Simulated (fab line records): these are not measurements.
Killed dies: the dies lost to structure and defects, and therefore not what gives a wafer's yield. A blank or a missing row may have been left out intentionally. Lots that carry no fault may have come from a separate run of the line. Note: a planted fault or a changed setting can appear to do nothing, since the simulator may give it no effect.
Chamber matching -- flow sky130 -- cmp-01 running SKY_VIA1_CMP_24: 4 sister chambers
The step polishes, stops on SiO2, t overpolish 15 s, target thk 0 nm. 8 wafers are shown with their chamber, then 7 later ones without.

WAFERS, EACH WITH ITS CHAMBER
wafer,chamber,time-to-endpoint-s (s),motor-current-A (A)
L309.5,3,66,11.5
L310.3,3,63,11.7
L310.5,2,67,11.6
L313.2,1,59,12.1
L313.3,0,67,10.6
L313.4,2,68,11.6
L315.1,0,65,10.0
L315.4,1,58,11.2

WAFERS WITH NO CHAMBER GIVEN
wafer,time-to-endpoint-s (s),motor-current-A (A)
L315.6,64,11.7
L316.1,69,10.8
L316.3,63,12.3
L316.4,71,11.0
L323.1,71,12.1
L323.4,62,11.6
L323.6,65,11.9

WHICH CHAMBER EACH ONE RAN IN
wafer,from the rows above,in truth
L315.6,3,3
L316.1,can't be placed: 2 or 0 or 3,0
L316.3,can't be placed: 3 or 1 or 2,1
L316.4,can't be placed: 2 or 0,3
L323.1,2,2
L323.4,can't be placed: 3 or 1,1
L323.6,can't be placed: 3 or 2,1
Correctly placed: 2 of 7. These rows do not allow placing 5 (true chamber among the candidates in 3). 0 placed wrongly.
How it was worked out, from the rows above alone: a wafer's distance from a chamber is the root of the sum, over the readings, of the square of ((its reading less the chamber's mean) divided by the reading's scatter). If the next closest chamber is less than 2 further off than the closest, the wafer can't be placed; otherwise it belongs to the closest. Each chamber's mean is taken over the wafers shown for it. The scatter: take each reading less its chamber's mean, square it, sum over the shown wafers, divide by the number of wafers less the number of chambers, and take the root.
